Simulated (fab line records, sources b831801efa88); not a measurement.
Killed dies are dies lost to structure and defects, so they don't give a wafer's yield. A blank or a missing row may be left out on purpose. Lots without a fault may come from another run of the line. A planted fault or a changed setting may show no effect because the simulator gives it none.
Which tool did it? | flow sky130 | 12 lots, 36 wafers sampled, at 1 step of a route of 708

WHAT THE GAUGES READ, wafer by wafer
SKY_FIELD_ISO_THK_MEAS_04.
lot  | measured    | on            | FIELD_ISO_CVD_03_THK (nm)
L075 | day 1 18:44 | film_metro-02 | 167.1 163.9 165.8
L077 | day 2 06:39 | film_metro-01 | 165.6 165.4 163.8
L078 | day 2 14:51 | film_metro-02 | 163.5 163.6 164.3
L081 | day 3 03:02 | film_metro-01 | 166.7 166.3 165.7
L083 | day 3 11:03 | film_metro-02 | 165.9 164.3 164.7
L085 | day 3 20:29 | film_metro-04 | 165.4 163.2 164.2
L087 | day 4 07:07 | film_metro-04 | 162.3 164.0 164.2
L089 | day 4 17:05 | film_metro-01 | 164.1 163.1 163.0
L091 | day 5 04:35 | film_metro-01 | 164.2 164.5 164.1
L093 | day 5 14:32 | film_metro-02 | 166.0 167.1 166.2
L095 | day 5 22:55 | film_metro-02 | 166.1 166.7 166.6
L097 | day 6 09:56 | film_metro-02 | 164.7 163.1 162.7

WHICH TOOL RAN EACH LOT (tool, then ch and the chambers of the sampled wafers, then the start)
The record holds no process step before these readings.

THE ANSWER, worked out from the rows above alone
Rule: what is usual is taken from the lots themselves. Put in order of their means at a reading, lots are off if they are a third of the lots or fewer, leave a main group of 4 or more, and stand apart from it by a gap of 3 or more times the standard deviation of the main group's means; of several such gaps the widest counts. A main group whose means are all the same, to the digits that the tables above print for the reading, isn't used. A lot without any number at a reading at which 4 lots or more have one is off too. The other lots that the step has rows for count as sound.
No lot is off at any reading shown: from this, nothing can be told.

WHAT THE SIMULATOR HAD PUT IN
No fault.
